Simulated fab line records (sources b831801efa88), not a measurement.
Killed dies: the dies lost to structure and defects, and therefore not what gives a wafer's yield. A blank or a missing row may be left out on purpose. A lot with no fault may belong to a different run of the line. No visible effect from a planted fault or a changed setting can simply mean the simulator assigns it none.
What tool caused it?    flow gf180mcu    36 wafers from 12 lots sampled at 5 of the route's 602 steps

== WHAT THE GAUGES READ, wafer by wafer ==
GF_M5_CD_MEAS_07: the cd target is 280 nm. Usual: cd_nm at 280.0 nm, with a standard deviation of 1.
lot   measured      on         cd_nm (nm)         flag
L684  day 26 04:11  cd_sem-01  279.7 279.7 279.9  
L685  day 26 21:32  cd_sem-01  278.9 278.9 280.6  
L687  day 27 10:52  cd_sem-02  280.4 280.9 279.9  
L688  day 27 14:51  cd_sem-01  279.1 279.7 279.7  
L689  day 27 20:56  cd_sem-02  280.0 281.0 279.3  
L692  day 28 19:20  cd_sem-02  280.1 279.5 279.6  
L693  day 29 01:32  cd_sem-02  281.3 281.5 280.5  
L695  day 29 16:57  cd_sem-01  278.8 278.7 278.6  
L696  day 30 06:13  cd_sem-02  280.3 281.0 280.6  
L703  day 32 01:10  cd_sem-02  290.2 289.8 289.7  OFF
L707  day 32 19:15  cd_sem-02  280.0 280.7 280.1  
L706  day 32 21:17  cd_sem-02  286.4 286.3 287.3  OFF

== EACH LOT AND THE TOOL THAT RAN IT (in order: tool; ch and the chambers of the sampled wafers; start) ==
lot   GF_V4_SPUTTER_21              GF_V4_SPUTTER_22              GF_MIM_SPUTTER_02             GF_M5_EXPOSE_04
L684  pvd_sputter-01, day 24 08:37  pvd_sputter-01, day 24 08:41  pvd_sputter-03, day 24 09:28  krf_scanner-02 ch 0, day 25 18:00
L685  pvd_sputter-03, day 25 03:09  pvd_sputter-03, day 25 03:13  pvd_sputter-04, day 25 03:58  krf_scanner-01 ch 0, day 26 11:45
L687  pvd_sputter-03, day 25 16:11  pvd_sputter-03, day 25 16:15  pvd_sputter-01, day 25 17:01  krf_scanner-02 ch 0, day 27 00:35
L688  pvd_sputter-02, day 25 20:13  pvd_sputter-02, day 25 20:16  pvd_sputter-03, day 25 21:02  krf_scanner-01 ch 0, day 27 05:14
L689  pvd_sputter-02, day 26 02:07  pvd_sputter-02, day 26 02:11  pvd_sputter-03, day 26 02:58  krf_scanner-02 ch 0, day 27 11:06
L692  pvd_sputter-03, day 27 03:50  pvd_sputter-03, day 27 03:53  pvd_sputter-03, day 27 04:39  krf_scanner-02 ch 0, day 28 10:12
L693  pvd_sputter-02, day 27 11:49  pvd_sputter-02, day 27 11:53  pvd_sputter-01, day 27 12:38  krf_scanner-01 ch 0, day 28 18:31
L695  pvd_sputter-03, day 28 03:19  pvd_sputter-03, day 28 03:23  pvd_sputter-03, day 28 04:21  krf_scanner-01 ch 0, day 29 07:10
L696  pvd_sputter-01, day 28 11:23  pvd_sputter-01, day 28 11:26  pvd_sputter-03, day 28 18:14  krf_scanner-01 ch 0, day 29 21:00
L703  pvd_sputter-02, day 30 11:35  pvd_sputter-02, day 30 11:38  pvd_sputter-04, day 30 12:49  krf_scanner-01 ch 0, day 31 16:07
L707  pvd_sputter-01, day 31 08:35  pvd_sputter-01, day 31 08:38  pvd_sputter-03, day 31 09:24  krf_scanner-02 ch 0, day 32 10:49
L706  pvd_sputter-01, day 31 09:48  pvd_sputter-01, day 31 09:52  pvd_sputter-04, day 31 10:38  krf_scanner-01 ch 0, day 32 12:24
- GF_V4_SPUTTER_21: material Ti, target thk 15 nm, time 80.02 s.
- GF_V4_SPUTTER_22: material TiN, target thk 10 nm, time 40 s.
- GF_MIM_SPUTTER_02: material AlCu, target thk 450 nm, time 23.9 s.
- GF_M5_EXPOSE_04: exposes mask Metal5, target cd 280 nm.

== WHAT THE TOOLS THEMSELVES READ (means of the sampled wafers that have a number; where no wafer has one, the mark that the record gives instead) ==
GF_V4_SPUTTER_21. Usual: throttle_valve_pct at 29.7 %, with a standard deviation of 1.2.
lot   tool            throttle_valve_pct (%)  flag
L684  pvd_sputter-01  30.3                    
L685  pvd_sputter-03  30.9                    
L687  pvd_sputter-03  30.3                    
L688  pvd_sputter-02  29.7                    
L689  pvd_sputter-02  29.3                    
L692  pvd_sputter-03  30.8                    
L693  pvd_sputter-02  29.9                    
L695  pvd_sputter-03  29.1                    
L696  pvd_sputter-01  30.1                    
L703  pvd_sputter-02  29.2                    
L707  pvd_sputter-01  29.7                    
L706  pvd_sputter-01  30.3                    

GF_V4_SPUTTER_22. Usual: throttle_valve_pct at 29.7 %, with a standard deviation of 1.2.
lot   tool            throttle_valve_pct (%)  flag
L684  pvd_sputter-01  30.3                    
L685  pvd_sputter-03  30.8                    
L687  pvd_sputter-03  30.5                    
L688  pvd_sputter-02  29.8                    
L689  pvd_sputter-02  29.5                    
L692  pvd_sputter-03  30.7                    
L693  pvd_sputter-02  29.9                    
L695  pvd_sputter-03  29.1                    
L696  pvd_sputter-01  30.2                    
L703  pvd_sputter-02  29.3                    
L707  pvd_sputter-01  29.9                    
L706  pvd_sputter-01  30.4                    

GF_MIM_SPUTTER_02. Usual: throttle_valve_pct at 30.0 %, with a standard deviation of 1.2.
lot   tool            throttle_valve_pct (%)  flag
L684  pvd_sputter-03  29.2                    
L685  pvd_sputter-04  30.8                    
L687  pvd_sputter-01  29.8                    
L688  pvd_sputter-03  29.8                    
L689  pvd_sputter-03  30.4                    
L692  pvd_sputter-03  29.4                    
L693  pvd_sputter-01  30.7                    
L695  pvd_sputter-03  29.8                    
L696  pvd_sputter-03  30.6                    
L703  pvd_sputter-04  30.0                    
L707  pvd_sputter-03  29.4                    
L706  pvd_sputter-04  30.7                    

GF_M5_EXPOSE_04. Usual: exposure_dose_mJ_cm2 at 27.989, with a standard deviation of 0.026.
lot   tool            exposure_dose_mJ_cm2  flag
L684  krf_scanner-02  27.994                
L685  krf_scanner-01  27.988                
L687  krf_scanner-02  27.970                
L688  krf_scanner-01  27.974                
L689  krf_scanner-02  28.011                
L692  krf_scanner-02  27.972                
L693  krf_scanner-01  27.988                
L695  krf_scanner-01  28.026                
L696  krf_scanner-01  27.959                
L703  krf_scanner-01  26.401                OFF
L707  krf_scanner-02  27.980                
L706  krf_scanner-01  26.724                OFF

== THE ANSWER, worked out from the rows above alone ==
Rule: a lot counts as off when the mean over its wafers that have a number is more than 3 standard deviations away from the usual mean. Also off: a lot with no number at a reading for which 4 or more lots have one. The other lots that the step has rows for count as sound. Order of review: gauges by route order, followed by the tools' own readings, for which a lot's mean as printed above is used. The first step at which some lot is off is used, and at that step the reading that is off furthest; a lot without a number counts as furthest.
Off: L703, L706, at GF_M5_CD_MEAS_07 (cd_nm).
If a tool, at a process step before that reading, ran all the lots that are off and no sound lot after the first of them, it fits. Not tried: the gauges at GF_M5_CD_MEAS_07; whatever is off there is also off at GF_M5_EXPOSE_04, on other tools, and gauge error can't account for it. This does not decide it: 2 tools fit, namely pvd_sputter-04 at GF_MIM_SPUTTER_02 and krf_scanner-01 at GF_M5_EXPOSE_04.

== WHAT WAS PUT IN BY THE SIMULATOR ==
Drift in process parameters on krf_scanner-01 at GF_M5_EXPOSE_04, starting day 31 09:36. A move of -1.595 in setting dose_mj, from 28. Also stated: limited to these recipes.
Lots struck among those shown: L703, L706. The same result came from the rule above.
